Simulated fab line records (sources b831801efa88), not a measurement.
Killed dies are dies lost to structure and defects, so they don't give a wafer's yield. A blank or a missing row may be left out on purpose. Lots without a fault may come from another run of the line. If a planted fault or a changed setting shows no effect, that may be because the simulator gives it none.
Which of the tools did it? + flow gf180mcu + 6 lots with 18 wafers sampled at 4 steps, on a route of 602 steps

## WHAT EACH GAUGE READ, for each wafer
GF_CONTACT_RS_MEAS_25: a four-point-probe measurement.
| lot  | measured     | on            | CONTACT_W_RS (ohm/sq)               |
|------|--------------|---------------|-------------------------------------|
| L385 | day 16 12:10 | film_metro-01 | 0.390 0.383 0.386                   |
| L391 | day 18 09:28 | film_metro-03 | 0.377 0.382 0.386                   |
| L393 | day 19 18:47 | film_metro-04 | 0.403 0.379 0.417 0.403 0.378 0.417 |
| L400 | day 22 09:58 | film_metro-01 | 0.387 0.387 0.377                   |
| L405 | day 23 21:38 | film_metro-04 | 0.390 0.386 0.384                   |
| L407 | day 24 15:25 | film_metro-03 | 0.389 0.378 0.391                   |

## WHICH TOOL RAN EACH LOT (tool, then ch and the chambers of the sampled wafers, then the start)
| lot  | GF_SALICIDE_RTA_08               | GF_CONTACT_CVD_02               | GF_CONTACT_CVD_24             |
|------|----------------------------------|---------------------------------|-------------------------------|
| L385 | rtp_anneal-01 ch 0, day 15 13:40 | pecvd-02 ch 1,2, day 15 13:52   | cvd_w-02 ch 0, day 16 12:04   |
| L391 | rtp_anneal-02 ch 0, day 17 08:28 | pecvd-02 ch 0,1,2, day 17 08:40 | cvd_w-01 ch 0,1, day 18 09:21 |
| L393 | rtp_anneal-01 ch 0, day 18 16:20 | pecvd-02 ch 0,1,2, day 18 16:31 | cvd_w-01 ch 0,1, day 19 18:40 |
| L400 | rtp_anneal-02 ch 0, day 21 08:14 | pecvd-02 ch 0,1,2, day 21 08:25 | cvd_w-02 ch 0,1, day 22 09:50 |
| L405 | rtp_anneal-01 ch 0, day 22 21:52 | pecvd-03 ch 0,2, day 22 22:04   | cvd_w-01 ch 0,1, day 23 21:32 |
| L407 | rtp_anneal-02 ch 0, day 23 16:14 | pecvd-04 ch 1,2, day 23 16:26   | cvd_w-01 ch 0,1, day 24 15:19 |
- GF_SALICIDE_RTA_08: time 30 s.
- GF_CONTACT_CVD_02: deposits SiO2 from TEOS, target thk 860 nm, time 95.992 s.
- GF_CONTACT_CVD_24: deposits W, target thk 300 nm, time 90.339 s.

## THE ANSWER, worked out from the rows above alone
Rule: the lots themselves supply what counts as usual. The widest of any qualifying gaps counts: lots, ordered by their means at a reading, are off when they make up no more than a third of the lots, leave a main group of 4 or more, and stand apart from it by 3 or more times the standard deviation of that group's means. Not used: any main group whose means are identical at the precision the tables above print for the reading. A lot without any number at a reading at which 4 lots or more have one is off too. The other lots that the step has rows for count as sound.
Off: L393, seen at GF_CONTACT_RS_MEAS_25 (CONTACT_W_RS). The main group: mean 0.385 ohm/sq, standard deviation 0.0019.
A tool fits if, at a process step before that reading, it ran every lot that is off, and no sound lot after the first of them. The gauges at GF_CONTACT_RS_MEAS_25 are tried like those tools. None of those tried fits.

## WHAT THE SIMULATOR HAD INSERTED
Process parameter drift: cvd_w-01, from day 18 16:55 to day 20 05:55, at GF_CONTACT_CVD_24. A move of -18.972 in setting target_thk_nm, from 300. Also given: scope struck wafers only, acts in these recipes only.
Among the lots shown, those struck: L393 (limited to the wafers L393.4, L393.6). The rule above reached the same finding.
